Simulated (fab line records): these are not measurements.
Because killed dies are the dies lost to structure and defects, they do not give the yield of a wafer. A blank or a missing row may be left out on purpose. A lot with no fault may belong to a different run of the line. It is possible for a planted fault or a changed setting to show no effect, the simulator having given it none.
fab line records ; flow sky130
[record] lots = 7; wafers = 21; last_day = 50
route steps=708 shown VT_ADJUST_HVTP@89 VT_ADJUST_LVTN@97 PAD_OPEN@708
lots untouched by any fault: they come from a run of this same line in which no faults occurred
start_h: start of the lot's first displayed wafer, in hours after the record's first day ; wait_h: how many hours have passed since the lot's step before this one ; " as in the row above ; L1.1+2: one row covering several wafers at once ; - no value, or no start given ; * or withheld: withheld ; < > ~ a bound
route shown NAME@n: a module of which the file shows steps, and the number in the route of the first ; usual: mean/standard deviation of fault-free wafers ; same: alike in all rows ; chamber/n: place in a boat ; sites: the reading at each site ; _std_site: standard deviation of those values ; _edge_site: the outer-site mean with the inner-site mean subtracted ; radius_mm: how far each site lies from the wafer's centre ; mask NAME#n: copy n ; behind: tool/chamber where the wafer was last shaped ; hold: the reason the lot was held/the length of the hold in hours/how it ended ; device: names the non-switching transistor (n, p or np) ; end of line: the same wafers' tests at the end of the route ; step lacking rows: just its recipe ; killed: not the wafer's yield, but the dies lost to structure and defects at the first sort ; map: shows each die of a wafer: x if killed, . if not, _ if none is there
set.NAME: setting as actually run; set.NAME@STEP: the setting as run at that earlier step ; model.NAME: the simulator's own value behind a step, which no gauge read
certain route steps with their lots: each step a table, each wafer a row
services: from which hour (start_h, from the record's first day; less than 0 if before it) a tool's chamber was out of use, for how many hours, and why
[[steps]]
[step SKY_VT_ADJUST_HVTP_EXPOSE_04]
[recipe] mask_id = HVTPM; na = 0.6; source_shape = conventional; sigma_outer = 0.6; polarization = unpolarized; target_cd_nm = 380; dose_mj = 140
[step SKY_VT_ADJUST_HVTP_PEB_05]
[recipe] temp_c = withheld; time_s = *; resist = NOVOLAK
[step SKY_VT_ADJUST_HVTP_DEVELOP_06]
[recipe] resist = NOVOLAK; developer = TMAH; develop_time_s = 60; dev_temp_c = 23
[step SKY_VT_ADJUST_HVTP_CD_MEAS_07]
[recipe] target_cd_nm = 380
[usual] cd_nm = 379.2/2.7
lot.wafer;tool;chamber;start_h;wait_h;cd_nm
L439.1;cd_sem-02;-;151.45;0.1;380.9
L439.3;cd_sem-02;-;151.45;0.1;380.8
L439.5;cd_sem-02;-;151.45;0.1;379.9
L443.1;cd_sem-02;-;172.26;0.1;379.8
L443.3;cd_sem-02;-;172.26;0.1;379.6
L443.4;cd_sem-02;-;172.26;0.1;379.4
L448.1;cd_sem-02;-;201.30;0.1;381.0
L448.2;cd_sem-02;-;201.30;0.1;382.3
L448.5;cd_sem-02;-;201.30;0.1;380.9
L449.1;cd_sem-02;-;208.16;0.1;380.6
L449.4;cd_sem-02;-;208.16;0.1;379.8
L449.6;cd_sem-02;-;208.16;0.1;383.4
L450.1;cd_sem-02;-;213.53;0.1;383.1
L450.5;cd_sem-02;-;213.53;0.1;383.7
L450.6;cd_sem-02;-;213.53;0.1;383.0
L454.1;cd_sem-02;-;236.75;0.1;380.3
L454.4;cd_sem-02;-;236.75;0.1;378.9
L454.5;cd_sem-02;-;236.75;0.1;378.1
L458.2;cd_sem-01;-;267.06;0.1;377.5
L458.4;cd_sem-01;-;267.06;0.1;378.7
L458.5;cd_sem-01;-;267.06;0.1;378.7
[step SKY_VT_ADJUST_HVTP_OVL_MEAS_08]
[usual] VT_ADJUST_HVTP_OVL = -0.8/1.4
lot.wafer;tool;chamber;start_h;wait_h;VT_ADJUST_HVTP_OVL[nm]
L439.1;overlay-02;-;151.57;0.1;0.0
L439.3;overlay-02;-;151.57;0.1;-0.9
L439.5;overlay-02;-;151.57;0.1;0.5
L443.1;overlay-01;-;172.38;0.1;0.2
L443.3;overlay-01;-;172.38;0.1;0.2
L443.4;overlay-01;-;172.38;0.1;1.3
L448.1;overlay-02;-;201.42;0.1;0.0
L448.2;overlay-02;-;201.42;0.1;-0.3
L448.5;overlay-02;-;201.42;0.1;0.7
L449.1;overlay-02;-;208.28;0.1;-2.4
L449.4;overlay-02;-;208.28;0.1;-2.8
L449.6;overlay-02;-;208.28;0.1;-3.3
L450.1;overlay-01;-;213.65;0.1;1.3
L450.5;overlay-01;-;213.65;0.1;0.4
L450.6;overlay-01;-;213.65;0.1;0.2
L454.1;overlay-01;-;236.87;0.1;-0.1
L454.4;overlay-01;-;236.87;0.1;-3.2
L454.5;overlay-01;-;236.87;0.1;-2.2
L458.2;overlay-01;-;267.20;0.1;0.1
L458.4;overlay-01;-;267.20;0.1;0.2
L458.5;overlay-01;-;267.20;0.1;-0.3
[step SKY_VT_ADJUST_HVTP_IMPLANT_09]
[recipe] species = As; energy_kev = 150; dose_cm2 = 4.3e+12; tilt_deg = withheld
[step SKY_VT_ADJUST_HVTP_STRIP_10]
[recipe] chemistry = O2/N2; power_w = 1400; pressure_mtorr = 1500; platen_temp_c = withheld; o2_flow_sccm = 3000; n2_flow_sccm = 300; overash_fraction = 0.5
[usual] drypump_motor_current_A = 5.8/0.4; oes_product_au = 0.716/0.0045; strip_time_to_endpoint_s = 14.19/0.04
lot.wafer;tool;chamber;start_h;wait_h;drypump_motor_current_A;oes_product_au;rf_hours_counter_h;strip_time_to_endpoint_s
L439.1;plasma_asher-04;1;151.75;0.1;5.6;0.717;34;14.22
L439.3;plasma_asher-04;1;151.75;0.1;5.6;0.722;-;14.20
L439.5;plasma_asher-04;0;151.75;0.1;5.9;0.721;-;14.26
L443.1;plasma_asher-03;0;172.57;0.1;6.4;0.715;5;14.21
L443.3;plasma_asher-03;0;172.57;0.1;6.3;0.712;-;14.13
L443.4;plasma_asher-03;1;172.57;0.1;5.9;0.713;-;14.17
L448.1;plasma_asher-03;0;201.60;0.1;6.4;0.714;8;14.25
L448.2;plasma_asher-03;1;201.60;0.1;5.9;0.716;8;14.24
L448.5;plasma_asher-03;1;201.60;0.1;5.9;0.704;-;14.22
L449.1;plasma_asher-02;1;208.47;0.1;5.0;0.709;54;14.19
L449.4;plasma_asher-02;1;208.47;0.1;5.0;0.722;-;14.23
L449.6;plasma_asher-02;1;208.47;0.1;5.0;0.709;-;14.17
L450.1;plasma_asher-04;1;213.84;0.1;5.6;0.718;40;14.21
L450.5;plasma_asher-04;0;213.84;0.1;6.0;0.708;-;14.19
L450.6;plasma_asher-04;1;213.84;0.1;5.6;0.713;-;14.24
L454.1;plasma_asher-03;1;237.05;0.1;5.9;0.723;12;14.18
L454.4;plasma_asher-03;1;237.05;0.1;5.9;0.712;-;14.21
L454.5;plasma_asher-03;0;237.05;0.1;6.3;0.716;-;14.22
L458.2;plasma_asher-04;1;267.38;0.1;5.7;0.719;46;14.14
L458.4;plasma_asher-04;1;267.38;0.1;5.6;0.722;-;14.16
L458.5;plasma_asher-04;1;267.38;0.1;5.6;0.710;-;14.19
[step SKY_VT_ADJUST_HVTP_TW_MEAS_11]
[usual] VT_ADJUST_HVTP_TW = 1348/8.2
lot.wafer;tool;chamber;start_h;wait_h;VT_ADJUST_HVTP_TW
L439.1;film_metro-03;-;151.85;0.1;1349
L439.3;film_metro-03;-;151.85;0.1;1349
L439.5;film_metro-03;-;151.85;0.1;1356
L443.1;film_metro-03;-;172.67;0.1;1360
L443.3;film_metro-03;-;172.67;0.1;1362
L443.4;film_metro-03;-;172.67;0.1;1365
L448.1;film_metro-04;-;201.70;0.1;1349
L448.2;film_metro-04;-;201.70;0.1;1340
L448.5;film_metro-04;-;201.70;0.1;1349
L449.1;film_metro-01;-;208.57;0.1;1339
L449.4;film_metro-01;-;208.57;0.1;1349
L449.6;film_metro-01;-;208.57;0.1;1342
L450.1;film_metro-04;-;213.94;0.1;1344
L450.5;film_metro-04;-;213.94;0.1;1343
L450.6;film_metro-04;-;213.94;0.1;1344
L454.1;film_metro-03;-;237.15;0.1;1354
L454.4;film_metro-03;-;237.15;0.1;1354
L454.5;film_metro-03;-;237.15;0.1;1352
L458.2;film_metro-03;-;267.49;0.1;1340
L458.4;film_metro-03;-;267.49;0.1;1343
L458.5;film_metro-03;-;267.49;0.1;1354
[step SKY_VT_ADJUST_LVTN_DEHYDRATE_00]
[recipe] temp_c = 200; time_s = 60
[step SKY_VT_ADJUST_LVTN_HMDS_01]
[recipe] prime_time_s = 60; prime_temp_c = 120
[step SKY_VT_ADJUST_LVTN_COAT_02]
[recipe] spin_rpm = 2000; resist_thk_nm = 3000
[step SKY_VT_ADJUST_LVTN_SOFTBAKE_03]
[recipe] temp_c = 110; time_s = withheld
[step SKY_VT_ADJUST_LVTN_EXPOSE_04]
[recipe] mask_id = NWM_COMPLEMENT_LESS_NATIVE; na = 0.6; source_shape = conventional; sigma_outer = 0.6; polarization = unpolarized; target_cd_nm = 840; dose_mj = 194
[usual] stage_vel_mm_s = 500.00/0.25
lot.wafer;tool;chamber;start_h;wait_h;mask;stage_vel_mm_s;model.VT_ADJUST_LVTN.overlay_x_nm
L439.1;iline_stepper-02;0;162.23;-;NWM_COMPLEMENT_LESS_NATIVE#0;500.29;1.691
L439.3;iline_stepper-02;0;162.23;-;NWM_COMPLEMENT_LESS_NATIVE#0;500.05;1.691
L439.5;iline_stepper-02;0;162.23;-;NWM_COMPLEMENT_LESS_NATIVE#0;500.18;1.691
L443.1;iline_stepper-01;0;182.71;-;NWM_COMPLEMENT_LESS_NATIVE#0;500.07;-0.5145
L443.3;iline_stepper-01;0;182.71;-;NWM_COMPLEMENT_LESS_NATIVE#0;500.24;-0.5145
L443.4;iline_stepper-01;0;182.71;-;NWM_COMPLEMENT_LESS_NATIVE#0;499.81;-0.5145
L448.1;iline_stepper-02;0;212.16;-;NWM_COMPLEMENT_LESS_NATIVE#0;500.31;187.5
L448.2;iline_stepper-02;0;212.16;-;NWM_COMPLEMENT_LESS_NATIVE#0;500.03;187.5
L448.5;iline_stepper-02;0;212.16;-;NWM_COMPLEMENT_LESS_NATIVE#0;500.09;187.5
L449.1;iline_stepper-02;0;219.31;-;NWM_COMPLEMENT_LESS_NATIVE#0;499.40;183.8
L449.4;iline_stepper-02;0;219.31;-;NWM_COMPLEMENT_LESS_NATIVE#0;499.86;183.8
L449.6;iline_stepper-02;0;219.31;-;NWM_COMPLEMENT_LESS_NATIVE#0;499.88;183.8
L450.1;iline_stepper-02;0;225.41;-;NWM_COMPLEMENT_LESS_NATIVE#0;500.54;186.1
L450.5;iline_stepper-02;0;225.41;-;NWM_COMPLEMENT_LESS_NATIVE#0;500.29;186.1
L450.6;iline_stepper-02;0;225.41;-;NWM_COMPLEMENT_LESS_NATIVE#0;500.26;186.1
L454.1;iline_stepper-01;0;248.46;-;NWM_COMPLEMENT_LESS_NATIVE#0;500.54;-0.8144
L454.4;iline_stepper-01;0;248.46;-;NWM_COMPLEMENT_LESS_NATIVE#0;500.26;-0.8144
L454.5;iline_stepper-01;0;248.46;-;NWM_COMPLEMENT_LESS_NATIVE#0;500.46;-0.8144
L458.2;iline_stepper-01;0;278.75;-;NWM_COMPLEMENT_LESS_NATIVE#0;499.70;-1.759
L458.4;iline_stepper-01;0;278.75;-;NWM_COMPLEMENT_LESS_NATIVE#0;499.65;-1.759
L458.5;iline_stepper-01;0;278.75;-;NWM_COMPLEMENT_LESS_NATIVE#0;500.02;-1.759
[step SKY_VT_ADJUST_LVTN_PEB_05]
[recipe] temp_c = 115; time_s = withheld
[step SKY_VT_ADJUST_LVTN_DEVELOP_06]
[recipe] wall_angle_deg = 90; developer = TMAH; develop_time_s = 60; dev_temp_c = 23
[step SKY_VT_ADJUST_LVTN_OVL_MEAS_07]
[usual] VT_ADJUST_LVTN_OVL = 0.3/1.8
lot.wafer;tool;chamber;start_h;wait_h;VT_ADJUST_LVTN_OVL[nm]
L439.1;overlay-02;-;171.81;-;1.0
L439.3;overlay-02;-;171.81;-;1.6
L439.5;overlay-02;-;171.81;-;0.4
L443.1;overlay-01;-;192.56;-;1.4
L443.3;overlay-01;-;192.56;-;1.5
L443.4;overlay-01;-;192.56;-;2.5
L448.1;overlay-02;-;223.16;-;186.0
L448.2;overlay-02;-;223.16;-;183.6
L448.5;overlay-02;-;223.16;-;185.9
L449.1;overlay-02;-;230.56;-;184.6
L449.4;overlay-02;-;230.56;-;184.4
L449.6;overlay-02;-;230.56;-;184.0
L450.1;overlay-01;-;236.53;-;186.6
L450.5;overlay-01;-;236.53;-;185.6
L450.6;overlay-01;-;236.53;-;186.4
L454.1;overlay-02;-;259.66;-;-0.3
L454.4;overlay-02;-;259.66;-;2.7
L454.5;overlay-02;-;259.66;-;0.8
L458.2;overlay-02;-;290.62;-;-1.5
L458.4;overlay-02;-;290.62;-;-0.8
L458.5;overlay-02;-;290.62;-;-0.8
[step SKY_VT_ADJUST_LVTN_IMPLANT_08]
[recipe] species = B; energy_kev = 29.4; dose_cm2 = 1.57e+12; tilt_deg = withheld
[step SKY_PAD_OPEN_PROBE_99]
[usual] defect_limited_yield = 82.4/2; killed_at_M0_to_M3 = 42/6.8; killed_at_M4_up = 3.4/1.8; killed_at_contacts = 25/5.7; killed_at_front_end = 16/4.8; killed_at_other = 0.2/0.39; killed_dies = 87/9.6; killed_open = 47/6.9; killed_short = 40/6.3; sort_bin_3_pad_short = 0.9/0.45; sort_bin_5_function = 10.4/1.5; sort_bin_6_memory = 6.3/1.1; sort_n_pass = 405/9.6; sort_yield_pct = 82.4/2
[same] gross_dies = 492; killed_at_back_side = 0; sort_bin_4_leakage[%] = 0; sort_bin_8_speed[%] = 0
lot.wafer;tool;chamber;start_h;wait_h;defect_limited_yield[%];killed_at_M0_to_M3;killed_at_M4_up;killed_at_contacts;killed_at_front_end;killed_at_other;killed_dies;killed_open;killed_short;sort_bin_3_pad_short[%];sort_bin_5_function[%];sort_bin_6_memory[%];sort_n_pass;sort_yield_pct[%]
L443.1;prober-01;-;1122.59;0.1;82.5;36;4;28;18;0;86;48;38;0.6;12.0;4.9;406;82.5
L443.3;prober-01;-;1122.69;0.2;80.7;41;1;28;25;0;95;52;43;0.8;13.4;5.1;397;80.7
L443.4;prober-01;-;1122.74;0.2;80.3;39;5;31;22;0;97;55;42;0.4;12.4;6.9;395;80.3
// killed by level:class
L443.1 VIA1:geometric_particle:open=12 LI_CONTACT:geometric_particle:open=8 CONTACT:geometric_particle:short=8 POLY_GATE:geometric_particle:short=7 CONTACT:geometric_particle:open=7 VIA3:geometric_particle:open=7 METAL2:geometric_particle:short=5 FIELD_ISO:geometric_particle:open=4
L443.3 CONTACT:geometric_particle:open=12 LI_CONTACT:geometric_particle:open=10 METAL1:geometric_particle:short=7 POLY_GATE:geometric_particle:open=7 VIA1:geometric_particle:short=7 METAL2:geometric_particle:short=7 VIA1:geometric_particle:open=6 VIA3:geometric_particle:open=6
L443.4 CONTACT:geometric_particle:open=15 VIA1:geometric_particle:open=11 CONTACT:geometric_particle:short=8 VIA3:geometric_particle:open=7 VIA1:geometric_particle:short=7 FIELD_ISO:geometric_particle:short=6 POLY_GATE:geometric_particle:short=6 LI_CONTACT:geometric_particle:open=5
[[services]]
tool;chamber;start_h;hours;kind
plasma_asher-03;-;134.32;4.6;repair
iline_stepper-02;-;139.32;4.3;pm
iline_stepper-01;-;143.65;1.7;pm
plasma_asher-02;-;157.40;0.4;repair
plasma_asher-02;-;175.27;1.8;repair
iline_stepper-01;-;250.90;3.5;repair
iline_stepper-02;-;263.75;1.7;pm
[[key]]
[first_sign] step = SKY_VT_ADJUST_LVTN_OVL_MEAS_07; reading = VT_ADJUST_LVTN_OVL; direction = up; sigmas = 99+; usual = 0.3; struck = 185.2
effect none on later readings
[model_effect] step = SKY_VT_ADJUST_LVTN_EXPOSE_04; value = VT_ADJUST_LVTN.overlay_x_nm; without = 0.117; struck = 185.8
met_at SKY_VT_ADJUST_LVTN_EXPOSE_04
struck_wafers L448.1,L448.2,L448.5,L449.1,L449.4,L449.6,L450.1,L450.5,L450.6
rows_end L448.1,L448.2,L448.5,L449.1,L449.4,L449.6,L450.1,L450.5,L450.6
onset_between 162.23 212.16
[fault] kind = scanner_matching_overlay; tool = iline_stepper-02; chamber = -; onset_h = 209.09; steps = SKY_VT_ADJUST_LVTN_EXPOSE_04; offset = 185.69
// rows_end: these wafers met a further fault down the route, and their rows from its step on are left out
